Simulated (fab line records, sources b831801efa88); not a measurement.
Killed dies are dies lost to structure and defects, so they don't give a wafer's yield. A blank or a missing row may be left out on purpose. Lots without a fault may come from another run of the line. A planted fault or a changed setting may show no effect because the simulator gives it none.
A struck lot beside a sound one | flow sfq_line | 32 steps out of a route of 325
Sound: wafers L824.2, L824.3, L824.6. Struck: wafer L841.4. (L841.1, L841.3 of the same lot were not struck and are left out.) The cause comes at the end.
At each step with rows: each side's tool, then ch and its chambers, then its first start. Under that, the readings that differ: sound wafers | struck wafers | difference of the means | sigmas: that difference in standard deviations of wafers without a fault.
alike: readings whose means differ by less than 2 such deviations, and words and numbers that are the same on both sides. not compared: withheld readings, readings that some wafer has no value for, bounds like >300 that may hide the same value, and numbers for which the record gives no deviation and whose values overlap.
The two part at a step that has a row with sigmas, a row that says differs or no value, or rows on one side only. Numbers that don't overlap but have no deviation are shown without sigmas and don't part them. A reading that every wafer of one side lacks parts them only if that side has two wafers or more.

SFQ_INCOMING_BOW_MEAS_900:
  sound on film_metro-04, day 2 01:01; struck on film_metro-04, day 5 14:00
  alike: INCOMING_BOW
then, 1 step without rows for these wafers: SFQ_TRILAYER_INCOMING_OXIDATION_002 (target thk 500 nm, ox time 4939 s).
SFQ_TRILAYER_L0_DEP_SPUTTER_003: material MoNx KI, target thk 40 nm, time 100 s.
  sound on pvd_sputter-03, day 2 03:29; struck on pvd_sputter-03, day 5 16:29
  reading                                                  | sound                | struck | difference | sigmas
  cathode_dc_power_W (W)                                   | 799.94 800.01 800.12 | 973.86 | +173.84    | +99 or more
  model.MoNx_KI_of_TRILAYER_L0_DEP_SPUTTER_003.thk_nm (nm) | 41.2 41.18 40.8      | 49.47  | +8.41      |
  alike: throttle_valve_pct
SFQ_L0_RS_MEAS_901: measures by four-point-probe.
  sound on film_metro-03, day 2 03:35; struck on film_metro-04, day 5 16:34
  reading                | sound          | struck | difference | sigmas
  L0_MONX_KI_RS (ohm/sq) | 42.2 42.2 42.6 | 35.2   | -7.1       | -12
SFQ_L0_THK_MEAS_902: measures by xrf.
  sound on film_metro-03, day 2 03:41; struck on film_metro-04, day 5 16:41
  reading             | sound          | struck | difference | sigmas
  L0_MONX_KI_THK (nm) | 41.4 41.3 40.8 | 50.0   | +8.8       | +16
then, 6 steps without rows for these wafers: SFQ_TRILAYER_L0_LITHO_COAT_010 (resist thk 62 nm); SFQ_TRILAYER_L0_LITHO_COAT_005 (resist thk 595 nm); SFQ_TRILAYER_L0_LITHO_SOFTBAKE_009; SFQ_TRILAYER_L0_LITHO_EXPOSE_006 (exposes mask L0, target cd 2000 nm); SFQ_TRILAYER_L0_LITHO_PEB_008 (peb time 60 s); SFQ_TRILAYER_L0_LITHO_DEVELOP_007 (time 60 s).
-- the record jumps here: 3 days lie between the struck wafers' starts before and after --
SFQ_TRILAYER_L0_BARC_OPEN_METAL_ETCH_010: etches BARC in O2, target depth 125 nm, time 41.7 s.
  sound on rie_metal-03 ch 0,1, day 2 16:29; struck on rie_metal-03 ch 0, day 8 14:26
  alike: drypump_motor_current_A, oes_product_au
  not compared: rf_hours_counter_h
SFQ_TRILAYER_L0_ETCH_METAL_ETCH_008: etches MoNx KI in SF6/O2, stops on SiO2, target depth 50 nm, time 25 s.
  sound on rie_metal-03 ch 0,1, day 2 16:32; struck on rie_metal-03 ch 0, day 8 14:29
  reading               | sound             | struck | difference | sigmas
  oes_product_au (a.u.) | 0.886 0.891 0.888 | 0.990  | +0.102     | +13
  alike: drypump_motor_current_A
  not compared: rf_hours_counter_h
then, 2 steps without rows for these wafers: SFQ_TRILAYER_L0_STRIP_STRIP_009 (strips in O2); SFQ_TRILAYER_L0_STRIP_SOLV_CLEAN_010 (cleans in NMP, time 600 s).
SFQ_TRILAYER_L0_CAP_PECVD_011: deposits SiO2 from SiH4/N2O, time 13.333 s, target thk 60 nm.
  sound on pecvd-03 ch 0,1,2, day 2 17:22; struck on pecvd-03 ch 1, day 8 15:19
  alike: chamber_pressure_Torr, heater_power_w, throttle_valve_pct
  not compared: since_wet_clean_h
then, 6 steps without rows for these wafers: SFQ_TRILAYER_L0_VIA_LITHO_COAT_018 (resist thk 62 nm); SFQ_TRILAYER_L0_VIA_LITHO_COAT_013 (resist thk 639.5 nm); SFQ_TRILAYER_L0_VIA_LITHO_SOFTBAKE_017; SFQ_TRILAYER_L0_VIA_LITHO_EXPOSE_014 (exposes mask L0V, target cd 700 nm); SFQ_TRILAYER_L0_VIA_LITHO_PEB_016 (peb time 60 s); SFQ_TRILAYER_L0_VIA_LITHO_DEVELOP_015 (time 60 s).
-- the record jumps here: 4 days lie between the struck wafers' starts before and after --
SFQ_L0V_OVL_MEAS_903:
  sound on overlay-02, day 5 13:07; struck on overlay-01, day 13 01:19
  alike: L0V_OVL
SFQ_TRILAYER_L0_VIA_BARC_OPEN_VIA_ETCH_021: etches BARC in O2, target depth 125 nm, time 41.7 s.
  sound on rie_diel-04 ch 0,2,3, day 5 13:08; struck on rie_diel-02 ch 0, day 13 01:21
  alike: drypump_motor_current_A, oes_product_au
  not compared: rf_hours_counter_h
SFQ_TRILAYER_L0_VIA_ETCH_VIA_ETCH_016: etches SiO2 in CHF3, stops on MoNx KI, target depth 80 nm.
  sound on rie_diel-04 ch 0,2,3, day 5 13:11; struck on rie_diel-02 ch 0, day 13 01:23
  alike: drypump_motor_current_A, oes_product_au
SFQ_TRILAYER_L0_VIA_STRIP_STRIP_017: strips in O2.
  sound on rie_metal-04 ch 0,1, day 5 13:13; struck on rie_metal-04 ch 0, day 13 01:26
  alike: drypump_motor_current_A, oes_product_au
  not compared: rf_hours_counter_h
then, 3 steps without rows for these wafers: SFQ_TRILAYER_L0_VIA_STRIP_SOLV_CLEAN_018 (cleans in NMP, time 600 s); SFQ_TRILAYER_M0_DEP_PRE_CLEAN_020 (time 15 s); SFQ_TRILAYER_M0_DEP_SPUTTER_019 (material Nb, target thk 200 nm, time 133.3 s).
SFQ_M0_RS_MEAS_904: measures by four-point-probe.
  sound on film_metro-02, day 5 14:08; struck on film_metro-02, day 13 02:34
  alike: M0_NB_RS
then, 1 step without rows for these wafers: SFQ_TRILAYER_M0_LITHO_COAT_026 (resist thk 62 nm).
-- the record jumps here: 79 days lie between the struck wafers' starts before and after --
SFQ_M8_BOW_MEAS_951:
  sound on film_metro-03, day 81 07:01; struck on film_metro-04, day 91 15:19
  reading                  | sound             | struck | difference | sigmas
  model.etest.l0.ohm_sq    | 42.28 42.3 42.69  | 35.21  | -7.21      |
  model.etest.l0v.link_ohm | 43.2 43.22 43.62  | 36.14  | -7.21      |
  model.etest.l0.ohm_um    | 21.17 21.17 21.37 | 17.6   | -3.6       |
  alike: M8_BOW

WHERE THEY PART
First at SFQ_TRILAYER_L0_DEP_SPUTTER_003; last, within this record, at SFQ_TRILAYER_L0_ETCH_METAL_ETCH_008. Later steps at which nothing parts them and some readings are alike: SFQ_TRILAYER_L0_CAP_PECVD_011, SFQ_L0V_OVL_MEAS_903, SFQ_TRILAYER_L0_VIA_BARC_OPEN_VIA_ETCH_021, SFQ_TRILAYER_L0_VIA_ETCH_VIA_ETCH_016, SFQ_TRILAYER_L0_VIA_STRIP_STRIP_017, SFQ_M0_RS_MEAS_904, SFQ_M8_BOW_MEAS_951.

WHY: what the simulator had put in
Process parameter drift: pvd_sputter-03, from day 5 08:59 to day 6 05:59, at SFQ_TRILAYER_L0_DEP_SPUTTER_003. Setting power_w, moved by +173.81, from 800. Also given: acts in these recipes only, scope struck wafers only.
